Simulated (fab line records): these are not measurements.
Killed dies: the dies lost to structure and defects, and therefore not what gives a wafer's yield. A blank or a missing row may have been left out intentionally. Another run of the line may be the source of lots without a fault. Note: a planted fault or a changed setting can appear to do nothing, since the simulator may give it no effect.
Which of the tools did it? ; flow sky130 ; 42 wafers from 14 lots sampled at 3 of the route's 708 steps

== WHAT THE GAUGES SHOWED, per wafer ==
SKY_CAPM_THK_MEAS_01. Usual: CAPM_CVD_00_THK typically reads 15.54 nm, with standard deviation 0.24.
lot;measured;on;CAPM_CVD_00_THK (nm);flag
L964;day 37 01:22;filmMetro-01;15.81 15.40 16.19;
L965;day 37 05:26;filmMetro-02;15.86 15.72 15.55;
L966;day 38 01:20;filmMetro-01;15.49 15.82 16.05;
L967;day 39 01:28;filmMetro-02;15.54 15.68 15.56;
L969;day 39 07:05;filmMetro-03;15.69 15.47 15.29;
L970;day 39 23:35;filmMetro-03;15.48 15.63 15.88;
L971;day 40 02:05;filmMetro-01;15.10 15.47 15.94;
L972;day 40 03:58;filmMetro-03;15.36 15.51 15.52;
L974;day 40 05:30;filmMetro-02;15.05 15.39 15.45;
L977;day 41 15:12;filmMetro-01;15.22 15.67 15.71;
L979;day 41 23:29;filmMetro-02;15.20 15.06 15.55;
L980;day 42 01:47;filmMetro-02;15.28 15.49 15.79;
L982;day 42 06:02;filmMetro-02;15.60 15.29 15.72;
L985;day 43 06:47;filmMetro-01;15.12 15.39 15.20;

SKY_VIA3_THK_MEAS_01. Usual: VIA3_HDPCVD_THK typically reads 1627 nm, with standard deviation 23.
lot;measured;on;VIA3_HDPCVD_THK (nm);flag
L964;day 39 05:13;filmMetro-03;1651 1635 1634;
L965;day 39 10:01;filmMetro-03;1641 1645 1610;
L966;day 40 06:44;filmMetro-02;1622 1650 1619;
L967;day 41 05:40;filmMetro-03;1627 1619 1653;
L969;day 41 11:08;filmMetro-02;1654 1652 1640;
L970;day 42 02:00;filmMetro-04;1632 1602 1626;
L971;day 42 03:43;filmMetro-04;1631 1620 1600;
L972;day 42 06:12;filmMetro-03;1630 1593 1597;
L974;day 42 07:22;filmMetro-03;1600 1616 1620;
L977;day 43 16:59;filmMetro-03;1622 1611 1297;OFF
L979;day 44 01:05;filmMetro-03;1289 1620 1601;OFF
L980;day 44 03:08;filmMetro-02;1647 1651 1665;
L982;day 44 07:16;filmMetro-02;1644 1633 1642;
L985;day 45 05:41;filmMetro-02;1684 1639 1672;

== WHICH TOOL RAN EACH LOT (tool, then ch and the chambers of the sampled wafers, then the start) ==
lot;SKY_VIA3_HDPCVD_00
L964;hdpcvd-01 ch 1,2, day 39 05:02
L965;hdpcvd-01 ch 0,1, day 39 09:50
L966;hdpcvd-01 ch 0,2, day 40 06:34
L967;hdpcvd-02 ch 0,1,2, day 41 05:29
L969;hdpcvd-02 ch 0,1,2, day 41 10:59
L970;hdpcvd-01 ch 0,2, day 42 01:49
L971;hdpcvd-01 ch 0,1,2, day 42 03:33
L972;hdpcvd-01 ch 0,2, day 42 06:01
L974;hdpcvd-01 ch 0,1, day 42 07:10
L977;hdpcvd-01 ch 1,2, day 43 16:47
L979;hdpcvd-01 ch 1,2, day 44 00:55
L980;hdpcvd-02 ch 0,1,2, day 44 02:58
L982;hdpcvd-02 ch 0,1,2, day 44 07:06
L985;hdpcvd-02 ch 0,1, day 45 05:31
- SKY_VIA3_HDPCVD_00: deposits SiO2, target thk 1635 nm, time 272.5 s.

== AS READ BY THE TOOLS THEMSELVES (means over the sampled wafers that have a number; for cases with no such wafer, the mark the record gives instead) ==
The record holds no such reading with a usual standard deviation.

== THE ANSWER, worked out from the rows above alone ==
Rule: a lot is off if the mean of its wafers that have a number lies more than 3 standard deviations from the usual mean. A lot without any number at a reading at which 4 lots or more have one is off too. The other lots that the step has rows for count as sound. The gauges are gone through in route order, then the tools' own readings, and for those a lot's mean is taken as printed above. At the first step where some lot is off, the reading lying furthest off is the one used; lots without a number count as furthest.
Off: L977, L979, at SKY_VIA3_THK_MEAS_01 (VIA3_HDPCVD_THK).
If a tool, at a process step before that reading, ran all the lots that are off and no sound lot after the first of them, it fits. Those tools and the gauges at SKY_VIA3_THK_MEAS_01 are tried in the same way. Can't be told from this: 2 tools fit, hdpcvd-01 at SKY_VIA3_HDPCVD_00, filmMetro-03 at SKY_VIA3_THK_MEAS_01.

== WHAT THE SIMULATOR HAD PUT IN ==
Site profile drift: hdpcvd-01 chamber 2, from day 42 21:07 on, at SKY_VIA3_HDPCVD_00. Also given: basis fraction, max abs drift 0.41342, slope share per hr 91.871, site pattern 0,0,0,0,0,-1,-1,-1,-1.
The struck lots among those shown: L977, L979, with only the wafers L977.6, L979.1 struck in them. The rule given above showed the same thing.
